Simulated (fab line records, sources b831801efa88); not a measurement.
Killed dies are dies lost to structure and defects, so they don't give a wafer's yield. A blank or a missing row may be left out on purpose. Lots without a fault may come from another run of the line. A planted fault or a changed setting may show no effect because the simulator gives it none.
Chamber matching | flow sky130 | SKY_PAD_OPEN_ETCH_07 on rie_diel-03: 4 sister chambers
The step etches the open film in CF4/O2, stops on AlCu, target depth 725 nm, time 161.1 s. 4 wafers are shown with their chamber, then 7 later ones without.

WAFERS WITH THEIR CHAMBER
wafer  | chamber | drypump_motor_current_A (A)
L797.4 | 1       | 5.8
L801.1 | 3       | 5.4
L802.3 | 0       | 5.8
L802.4 | 2       | 6.6

WAFERS WITHOUT THEIR CHAMBER
wafer  | drypump_motor_current_A (A)
L802.6 | 5.9
L804.4 | 5.3
L804.5 | 6.6
L804.6 | 5.8
L807.2 | 5.4
L807.3 | 5.8
L807.5 | 5.9

WHICH CHAMBER EACH WENT THROUGH
wafer  | from the rows above     | in truth
L802.6 | can't be placed: 0 or 1 | 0
L804.4 | 3                       | 3
L804.5 | 2                       | 2
L804.6 | can't be placed: 0 or 1 | 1
L807.2 | 3                       | 3
L807.3 | can't be placed: 0 or 1 | 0
L807.5 | can't be placed: 0 or 1 | 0
Placed correctly: 3 of 7. Can't be placed from these rows: 4 (the true chamber is among the candidates in 4). Placed wrongly: 0.
How it was worked out, from the rows above alone: a wafer's distance from a chamber is the root of the sum, over the readings, of the square of ((its reading less the chamber's mean) divided by the reading's scatter). The wafer belongs to the nearest chamber; if the next one is less than 2 further off, it can't be placed. A chamber's mean is the mean of its shown wafers. The scatter: with one shown wafer a chamber, the root of the mean of the squares of how far each hidden wafer lies from its nearest shown one.
